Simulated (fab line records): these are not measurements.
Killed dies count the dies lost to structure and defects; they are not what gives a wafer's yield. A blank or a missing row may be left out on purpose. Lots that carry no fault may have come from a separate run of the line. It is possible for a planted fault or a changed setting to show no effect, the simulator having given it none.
Problem report, 8D (eight disciplines) form, completed by code / flow gf180mcu / the parts of the form that need people (team, actions taken, sign-off) are left out

## 1. THE PROBLEM
Wafers free of any fault read 0.4 nm (standard deviation 1.2) for NSD_OVL at GF_NSD_OVL_MEAS_08, against a mean of 295.5 nm on 6 wafers of 2 lots. So: +99 or more standard deviations from the usual mean.
The first sign was on wafer L414.3 at day 19 06:12, on overlay-01. Wafers with a number at this step in the record: 42, from 14 lots. Rule for "out", or "out of limits": more than 4 standard deviations from the usual mean. All remaining wafers that have a number are taken as sound.

## 2. WHAT THIS IS AND IS NOT
question=which readings at this step | is=NSD_OVL | is not=-
question=which lots | is=L414, L415 | is not=L397, L402, L404, L405, L406, L407, L408, L413, L417, L418, L419, L420
question=which wafers of those lots | is=all that have a number | is not=-
question=read on which gauges | is=overlay-01, overlay-02 | is not=-
question=when | is=from day 19 06:12 | is not=up to then (24 sound wafers); but 12 sound wafers of L417, L418, L419, L420 came after

## 3. WHAT RULES OUT EACH SUSPECT
Counting: a tool stays on the suspect list if, at a process step up to the reading, it processed all lots that are out and no sound lot following the first of them.
- the gauge at GF_NSD_OVL_MEAS_08 has been ruled out. The wafers that are out were read on 2 gauges (overlay-01, overlay-02).
- iline-stepper-02 at GF_NSD_EXPOSE_04 (exposes mask Nplus, target cd 400 nm): kept. It processed each lot that is out, first L414 at day 18 18:13, and no sound lot thereafter; up to then, the last sound lot it processed was L413 at day 18 06:59.
Left after counting: iline-stepper-02 at GF_NSD_EXPOSE_04.

## 4. THE CAUSE (what the simulator had put in)
Scanner matching overlay: iline-stepper-02, from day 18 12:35 on, at GF_NSD_EXPOSE_04. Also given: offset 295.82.
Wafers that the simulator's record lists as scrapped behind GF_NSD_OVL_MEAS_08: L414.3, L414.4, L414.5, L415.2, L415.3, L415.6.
The count eliminated every tool but this one.

## 5. SEQUENCE OF EFFECTS, ordered by route
One row per reading whose mean, taken over the struck wafers that have a number, lies over 3 standard deviations from the usual. Scope: only readings with a usual standard deviation given in the record; hours: median across lots of the time from each lot's start at the first step in this table that gives one to its start at this step; sigmas: change in usual standard deviations.
hours=0; step=GF_NSD_OVL_MEAS_08; reading=NSD_OVL; usual=0.4 nm; on struck wafers=295.5; change=+295.1; sigmas=+99 or more

## 6. HOW IT WOULD HAVE BEEN CAUGHT EARLIER
Counted from the fault's start at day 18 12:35, it took 18 hours until the first out-of-limits reading at a measuring or inspecting step in this record, taken at day 19 06:12.
Lots out: 2; all had begun GF_NSD_EXPOSE_04 on iline-stepper-02 by day 19 06:12. None of them would have been spared by holding the tool at that moment.
